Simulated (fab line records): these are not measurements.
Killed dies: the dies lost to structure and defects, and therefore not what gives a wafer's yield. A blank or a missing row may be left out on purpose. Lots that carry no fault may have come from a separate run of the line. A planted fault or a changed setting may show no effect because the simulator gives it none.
Which tool is to blame? ; flow gf180mcu ; 21 wafers from 7 lots sampled at 2 of the route's 602 steps

WHAT THE GAUGES SHOWED, per wafer
GF_V2_CD_MEAS_14 targets a cd of 260 nm.
lot;measured;on;cd_nm (nm)
L577;day 21 18:08;cd_sem-01;260.2 260.2 259.1
L579;day 22 11:28;cd_sem-01;261.7 260.8 260.3
L582;day 23 12:35;cd_sem-02;260.1 259.5 259.6
L590;day 26 04:47;cd_sem-01;258.6 259.6 259.3
L592;day 26 21:14;cd_sem-01;258.8 260.5 258.1
L594;day 27 10:08;cd_sem-02;259.5 259.4 259.8
L596;day 27 20:45;cd_sem-01;260.3 260.0 261.1

WHAT TOOL EACH LOT RAN ON (gives the tool, then ch and the chambers of the sampled wafers, and finally the start)
lot;GF_CONTACT_PEB_12
L577;litho_track-03 ch 0, day 17 11:35
L579;litho_track-02 ch 0, day 18 06:18
L582;litho_track-02 ch 0, day 19 07:15
L590;litho_track-02 ch 0, day 22 06:11
L592;litho_track-04 ch 0, day 23 00:05
L594;litho_track-04 ch 0, day 23 14:13
L596;litho_track-04 ch 0, day 24 01:54
- GF_CONTACT_PEB_12: peb time 90 s.

THE ANSWER, worked out from the rows above alone
Rule: the lots themselves supply what counts as usual. Put in order of their means at a reading, lots are off if they are a third of the lots or fewer, leave a main group of 4 or more, and stand apart from it by a gap of 3 or more times the standard deviation of the main group's means; of several such gaps the widest counts. The tables above print the reading to a certain number of digits; a main group whose means all agree to those digits is not used. A lot without any number at a reading at which 4 lots or more have one is off too. Where the step has rows for the other lots, those lots are counted as sound.
Nothing can be told from this: no lot is off at any reading shown.

WHAT THE SIMULATOR PUT IN
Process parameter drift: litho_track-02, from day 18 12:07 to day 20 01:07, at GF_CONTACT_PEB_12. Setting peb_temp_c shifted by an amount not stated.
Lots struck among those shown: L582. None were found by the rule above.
